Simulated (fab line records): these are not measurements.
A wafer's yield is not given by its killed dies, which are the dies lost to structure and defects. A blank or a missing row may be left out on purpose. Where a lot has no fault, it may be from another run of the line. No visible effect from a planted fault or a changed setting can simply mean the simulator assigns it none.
One fault seen from 2 desks | flow sky130 | what lay behind the numbers comes last; until then each desk has only its own

== THE METROLOGY DESK ==
Means of the sampled wafers that have a number, per lot and without regard to the tool the lot ran on: this is what the gauges read. A lot is out of limits, marked OUT, if its mean lies more than 4 standard deviations from the usual mean; the brackets give that distance.
Columns: A = VIA3_W_RS at SKY_VIA3_RS_MEAS_22, usual 0.294 ohm/sq; B = VIA3_W_THK at SKY_VIA3_THK_MEAS_23, usual 393 nm
lot  | first seen here | A     | B
L770 | day 39 12:50    | 0.295 | 397
L777 | day 41 16:32    | 0.297 | 387
L779 | day 42 05:39    | 0.294 | 402
L787 | day 44 11:02    | 0.297 | 384
L789 | day 44 19:11    | 0.298 | 389
L793 | day 45 20:22    | 0.295 | 388
Finding of this desk: none of the 6 lots has anything out of limits.

== FOR THE TOOL OWNER'S DESK: pvd-sputter-03 ==
The tool's own readings at SKY_METAL4_SPUTTER_01 (material TiN, target thk 20 nm, time 16.7 s): means of the sampled wafers that have a number, for each lot that ran on this tool. A lot is out of limits, marked OUT, if its mean lies more than 4 standard deviations from the usual mean; the brackets give that distance.
Columns: A = cathode-dc-power-W at SKY_METAL4_SPUTTER_01, usual 6500.0 W; B = throttle-valve-pct at SKY_METAL4_SPUTTER_01, usual 30.2 %
lot  | first seen here | A      | B
L770 | day 39 13:19    | 6500.3 | 30.8
L777 | day 41 17:08    | 6500.0 | 31.6
L779 | day 42 06:09    | 6499.5 | 30.1
L793 | day 45 20:50    | 6499.2 | 31.3
Finding of this desk: none of the 4 lots has anything out of limits.

== TAKEN TOGETHER ==
Metrology desk: nothing out of limits seen.
Nothing out of limits was seen by the tool owner's desk.

== WHAT HAD BEEN PUT IN BY THE SIMULATOR ==
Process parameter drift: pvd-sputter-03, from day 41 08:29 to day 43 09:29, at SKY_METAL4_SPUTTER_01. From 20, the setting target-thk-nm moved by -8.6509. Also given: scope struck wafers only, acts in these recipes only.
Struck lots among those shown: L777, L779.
